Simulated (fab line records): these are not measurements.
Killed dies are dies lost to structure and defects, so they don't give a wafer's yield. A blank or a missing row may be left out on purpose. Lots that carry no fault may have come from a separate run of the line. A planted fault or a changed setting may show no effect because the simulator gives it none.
A lot that was struck, set against a sound lot + flow sky130 + 15 steps out of a route of 708
Sound: the wafers L236.3, L236.4, L236.6. Wafers struck: L227.2, L227.5, L227.6. The cause is named last.
Order at every step that has rows: each side's tool, ch and its chambers, its first start. Under that, the readings that differ: sound wafers + struck wafers + difference of the means + sigmas: that difference in standard deviations of wafers without a fault.
alike: a reading whose means differ by less than 2 such deviations, as well as words and numbers matching on both sides. not compared: withheld readings; readings where some wafer has no value; bounds like >300 that might hide an equal value; numbers whose values overlap and for which the record gives no deviation.
The two part at a step that has a row with sigmas, a row that says differs or no value, or rows on one side only. Non-overlapping numbers with no deviation appear without sigmas and do not part them. A reading missing from all wafers of one side parts the sides only when that side holds two or more wafers.

SKY_PASSIVATION_CVD_02: deposits Si3N4, target thk 540 nm.
  sound on pecvd-02 ch 0,2, day 47 02:00; struck on pecvd-03 ch 0,2, day 45 01:47
  alike: heaterPowerW
SKY_PASSIVATION_THK_MEAS_03:
  sound on filmMetro-01, day 47 02:15; struck on filmMetro-01, day 45 02:02
  alike: PASSIVATION_CVD_02_THK
then, 7 steps without rows for these wafers: SKY_PASSIVATION_DEHYDRATE_04 (time 60 s); SKY_PASSIVATION_HMDS_05 (prime time 60 s); SKY_PASSIVATION_COAT_06 (resist thk 3000 nm); SKY_PASSIVATION_SOFTBAKE_07; SKY_PASSIVATION_EXPOSE_08 (exposes mask NSM, target cd 3000 nm); SKY_PASSIVATION_PEB_09; SKY_PASSIVATION_DEVELOP_10 (develop time 60 s).
SKY_PASSIVATION_ETCH_11: etches the open film in CF4/O2, stops on AlCu, target depth 725 nm, time 161.1 s.
  sound on rieDiel-02 ch 0,1, day 47 21:55; struck on rieDiel-02 ch 0,1,3, day 45 23:17
  alike: chamberPressureMTorr, drypumpMotorCurrentA, oesProductAu, throttleValvePct
  not compared: rfHoursCounterH
SKY_PASSIVATION_STRIP_12: strips in O2/N2.
  sound on plasmaAsher-02 ch 0,1, day 47 22:03; struck on plasmaAsher-04 ch 0,1, day 45 23:24
  alike: chamberPressureMTorr, drypumpMotorCurrentA, oesProductAu, stripTimeToEndpointS
  not compared: rfHoursCounterH
then, 1 step without rows for these wafers: SKY_PAD_OPEN_DEHYDRATE_00 (time 60 s).
SKY_PAD_OPEN_HMDS_01: prime time 60 s.
  sound on lithoTrack-02 ch 0, day 48 07:01; struck on lithoTrack-04 ch 0, day 46 08:46
| reading             | sound                | struck               | difference | sigmas |
|---------------------|----------------------|----------------------|------------|--------|
| chillPlateTempC (C) | 22.85 22.99 22.83    | 23.20 23.32 23.14    | +0.33      | +3     |
| primeTempC (C)      | 120.12 120.06 120.05 | 124.37 124.40 124.60 | +4.38      | +40    |
then, 1 step without rows for these wafers: SKY_PAD_OPEN_COAT_02 (resist thk 3000 nm).
SKY_PAD_OPEN_PROBE_99:
  sound on prober-02, day 48 19:26; struck on prober-02, day 46 22:53
| reading         | sound | struck | difference | sigmas |
|-----------------|-------|--------|------------|--------|
| killed_at_M4_up | 7 6 6 | 5 1 2  | -4         | -2     |
  alike: defectLimitedYield, killed_at_M0_to_M3, killedAtContacts, killedAtFrontEnd, killedAtOther, killedDies, killedOnRim, killedOpen, killedShort, sort_bin_3_pad_short, sort_bin_5_function, sort_bin_6_memory, sortNPass, sortYieldPct

== WHERE THEY PART ==
Last at SKY_PAD_OPEN_PROBE_99 as far as this record goes, first at SKY_PAD_OPEN_HMDS_01.

WHY: the cause the simulator had injected
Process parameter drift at SKY_PAD_OPEN_HMDS_01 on lithoTrack-04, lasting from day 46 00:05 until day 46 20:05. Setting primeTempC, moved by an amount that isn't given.
